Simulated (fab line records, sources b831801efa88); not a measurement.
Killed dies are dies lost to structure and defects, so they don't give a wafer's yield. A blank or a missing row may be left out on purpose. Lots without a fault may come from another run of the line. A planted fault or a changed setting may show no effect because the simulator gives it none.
Chamber matching | flow gf180mcu | GF_V3_CMP_26 on cmp-01: 4 sister chambers
The step polishes, stops on SiO2, t overpolish 15 s, target thk 0 nm. 4 wafers are shown with their chamber, then 9 later ones without.

WAFERS WITH THEIR CHAMBER
wafer  | chamber | motor_current_A (A)
L954.5 | 3       | 8.6
L961.1 | 2       | 10.1
L961.2 | 0       | 10.9
L961.5 | 1       | 9.2

WAFERS WITHOUT THEIR CHAMBER
wafer  | motor_current_A (A)
L963.1 | 8.3
L963.2 | 9.7
L963.3 | 8.9
L967.2 | 11.0
L967.4 | 8.8
L967.6 | 10.7
L969.1 | 8.8
L969.2 | 10.6
L969.5 | 8.6

WHICH CHAMBER EACH WENT THROUGH
wafer  | from the rows above     | in truth
L963.1 | 3                       | 3
L963.2 | can't be placed: 2 or 1 | 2
L963.3 | can't be placed: 1 or 3 | 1
L967.2 | 0                       | 0
L967.4 | can't be placed: 3 or 1 | 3
L967.6 | can't be placed: 0 or 2 | 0
L969.1 | can't be placed: 3 or 1 | 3
L969.2 | can't be placed: 0 or 2 | 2
L969.5 | 3                       | 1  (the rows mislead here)
Placed correctly: 2 of 9. Can't be placed from these rows: 6 (the true chamber is among the candidates in 6). Placed wrongly: 1.
How it was worked out, from the rows above alone: a wafer's distance from a chamber is the root of the sum, over the readings, of the square of ((its reading less the chamber's mean) divided by the reading's scatter). The wafer belongs to the nearest chamber; if the next one is less than 2 further off, it can't be placed. A chamber's mean is the mean of its shown wafers. The scatter: with one shown wafer a chamber, the root of the mean of the squares of how far each hidden wafer lies from its nearest shown one.
